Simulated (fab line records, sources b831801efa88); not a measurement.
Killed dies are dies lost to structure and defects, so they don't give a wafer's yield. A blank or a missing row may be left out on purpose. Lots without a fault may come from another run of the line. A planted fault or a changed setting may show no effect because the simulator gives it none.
Which tool did it? | flow sky130 | 14 lots, 42 wafers sampled, at 3 steps of a route of 708

WHAT THE GAUGES READ, wafer by wafer
The record holds no reading of a measuring or inspecting step that can be judged against a usual standard deviation.

WHICH TOOL RAN EACH LOT (tool, then ch and the chambers of the sampled wafers, then the start)
lot  | SKY_VIA3_COAT_07                  | SKY_VIA3_STRIP_16                    | SKY_PAD_OPEN_PROBE_99
L100 | litho_track-01 ch 0, day 38 15:00 | plasma_asher-02 ch 0,1, day 39 04:28 | -
L102 | litho_track-01 ch 0, day 39 14:00 | plasma_asher-03 ch 0,1, day 40 02:40 | -
L103 | litho_track-02 ch 0, day 39 16:00 | plasma_asher-04 ch 0,1, day 40 04:31 | -
L104 | litho_track-01 ch 0, day 39 22:00 | plasma_asher-02 ch 0,1, day 40 11:25 | -
L105 | litho_track-03 ch 0, day 40 06:00 | plasma_asher-03 ch 1, day 40 18:55   | -
L107 | litho_track-03 ch 0, day 42 02:00 | plasma_asher-04 ch 0,1, day 42 14:53 | -
L112 | litho_track-01 ch 0, day 42 13:00 | plasma_asher-03 ch 0,1, day 43 01:32 | prober-01, day 48 14:19
L114 | litho_track-01 ch 0, day 42 19:00 | plasma_asher-02 ch 0,1, day 43 07:02 | prober-02, day 48 18:59
L115 | litho_track-01 ch 0, day 43 08:00 | plasma_asher-02 ch 0,1, day 43 20:02 | prober-02, day 49 05:40
L118 | litho_track-02 ch 0, day 45 05:00 | plasma_asher-03 ch 0,1, day 45 16:08 | prober-02, day 50 15:05
L117 | litho_track-02 ch 0, day 45 07:00 | plasma_asher-03 ch 0,1, day 45 18:55 | -
L120 | litho_track-03 ch 0, day 45 09:00 | plasma_asher-03 ch 0,1, day 45 20:05 | -
L122 | litho_track-03 ch 0, day 45 11:00 | plasma_asher-04 ch 0, day 45 22:22   | -
L123 | litho_track-03 ch 0, day 45 12:00 | plasma_asher-04 ch 0,1, day 45 23:19 | prober-02, day 50 22:21
- SKY_VIA3_COAT_07: resist thk 450 nm.
- SKY_VIA3_STRIP_16: strips in O2/N2.
- SKY_PAD_OPEN_PROBE_99

WHAT THE TOOLS THEMSELVES READ (means of the sampled wafers that have a number; where no wafer has one, the mark that the record gives instead)
SKY_VIA3_COAT_07. Usual: spin_speed_rpm 2999.9 rpm, standard deviation 2.5.
lot  | tool           | spin_speed_rpm (rpm) | flag
L100 | litho_track-01 | 2997.8               |
L102 | litho_track-01 | 2999.4               |
L103 | litho_track-02 | 3000.7               |
L104 | litho_track-01 | 3002.2               |
L105 | litho_track-03 | 3000.5               |
L107 | litho_track-03 | 3001.7               |
L112 | litho_track-01 | 3553.4               | OFF
L114 | litho_track-01 | 3555.5               | OFF
L115 | litho_track-01 | 3554.1               | OFF
L118 | litho_track-02 | 2998.1               |
L117 | litho_track-02 | 2999.2               |
L120 | litho_track-03 | 2999.9               |
L122 | litho_track-03 | 3002.0               |
L123 | litho_track-03 | 3000.9               |

SKY_VIA3_STRIP_16. Usual: drypump_motor_current_A 5.5 A, standard deviation 0.32; n2_flow_sccm 300.0 sccm, standard deviation 0.89; oes_product_au 0.401 a.u., standard deviation 0.0045; strip_time_to_endpoint_s 4.117 s, standard deviation 0.028.
lot  | tool            | drypump_motor_current_A (A) | n2_flow_sccm (sccm) | oes_product_au (a.u.) | strip_time_to_endpoint_s (s) | flag
L100 | plasma_asher-02 | 5.3                         | 299.8               | 0.400                 | 4.132                        |
L102 | plasma_asher-03 | 5.5                         | 300.2               | 0.403                 | 4.139                        |
L103 | plasma_asher-04 | 5.9                         | 299.1               | 0.407                 | 4.144                        |
L104 | plasma_asher-02 | 5.3                         | 300.0               | 0.404                 | 4.150                        |
L105 | plasma_asher-03 | 5.2                         | 299.6               | 0.400                 | 4.101                        |
L107 | plasma_asher-04 | 5.9                         | 300.5               | 0.402                 | 4.134                        |
L112 | plasma_asher-03 | 5.4                         | 300.8               | 0.386                 | 3.708                        | OFF
L114 | plasma_asher-02 | 5.3                         | 299.0               | 0.381                 | 3.730                        | OFF
L115 | plasma_asher-02 | 5.3                         | 299.5               | 0.382                 | 3.726                        | OFF
L118 | plasma_asher-03 | 5.3                         | 299.7               | 0.399                 | 4.136                        |
L117 | plasma_asher-03 | 5.3                         | 300.2               | 0.403                 | 4.107                        |
L120 | plasma_asher-03 | 5.3                         | 299.8               | 0.400                 | 4.119                        |
L122 | plasma_asher-04 | 5.8                         | 301.3               | 0.399                 | 4.092                        |
L123 | plasma_asher-04 | 5.9                         | 299.8               | 0.399                 | 4.094                        |

SKY_PAD_OPEN_PROBE_99. Usual: defect_limited_yield 82.5 %, standard deviation 2; killed_at_M0_to_M3 44, standard deviation 7.1; killed_at_M4_up 3.1, standard deviation 1.8; killed_at_contacts 24, standard deviation 5.3; killed_at_front_end 15, standard deviation 4.5; killed_at_other 0.2, standard deviation 0.42; killed_dies 86, standard deviation 9.6; killed_on_rim 17, standard deviation 4; killed_open 46, standard deviation 6.9; killed_short 40, standard deviation 6.4; sort_bin_3_pad_short 0.8 %, standard deviation 0.36; sort_bin_5_function 10.3 %, standard deviation 1.3; sort_bin_6_memory 6.4 %, standard deviation 1.2; sort_n_pass 406, standard deviation 9.6; sort_yield_pct 82.5 %, standard deviation 2.
lot  | tool      | defect_limited_yield (%) | killed_at_M0_to_M3 | killed_at_M4_up | killed_at_contacts | killed_at_front_end | killed_at_other | killed_dies | killed_on_rim | killed_open | killed_short | sort_bin_3_pad_short (%) | sort_bin_5_function (%) | sort_bin_6_memory (%) | sort_n_pass | sort_yield_pct (%) | flag
L112 | prober-01 | 82.7                     | 46                 | 2.3             | 23                 | 13                  | 0.3             | 85          | 16            | 47          | 38           | 0.7                      | 10.1                    | 6.5                   | 407         | 82.7               |
L114 | prober-02 | 83.3                     | 47                 | 2.7             | 24                 | 9                   | 0.3             | 82          | 18            | 43          | 40           | 1.0                      | 10.1                    | 5.6                   | 410         | 83.3               |
L115 | prober-02 | 82.7                     | 48                 | 3.0             | 19                 | 15                  | 0.7             | 85          | 15            | 40          | 45           | 0.8                      | 11.1                    | 5.4                   | 407         | 82.7               |
L118 | prober-02 | 83.9                     | 41                 | 3.7             | 21                 | 14                  | 0.0             | 79          | 13            | 43          | 36           | 0.5                      | 9.6                     | 6.0                   | 413         | 83.9               |
L123 | prober-02 | 81.6                     | 43                 | 3.0             | 27                 | 17                  | 0.3             | 91          | 18            | 47          | 44           | 1.0                      | 10.0                    | 7.4                   | 401         | 81.6               |

THE ANSWER, worked out from the rows above alone
Rule: a lot is off if the mean of its wafers that have a number lies more than 3 standard deviations from the usual mean. A lot without any number at a reading at which 4 lots or more have one is off too. The other lots that the step has rows for count as sound. The gauges are gone through in route order, then the tools' own readings, and for those a lot's mean is taken as printed above. The first step at which some lot is off is used, and at that step the reading that is off furthest; a lot without a number counts as furthest.
Off: L112, L114, L115, at SKY_VIA3_COAT_07 (spin_speed_rpm).
A tool fits if, at that step or a process step before it, it ran every lot that is off, and no sound lot after the first of them. One fits: litho_track-01 at SKY_VIA3_COAT_07. Its last sound lot is L104 (day 39 22:00), its first lot that is off L112 (day 42 13:00): a fault that began between those two fits.
The tool's own readings at SKY_VIA3_COAT_07 bear it out: on the lots that are off they differ by more than 5 times the standard deviation of the sound lots' means. spin_speed_rpm reads 3554.3 rpm there against 3000.2 rpm on the sound lots.

WHAT THE SIMULATOR HAD PUT IN
Process parameter drift: litho_track-01, from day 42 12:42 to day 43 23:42, at SKY_VIA3_COAT_07. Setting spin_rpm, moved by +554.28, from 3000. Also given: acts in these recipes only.
Lots struck among those shown: L112, L114, L115. The rule above found the same.
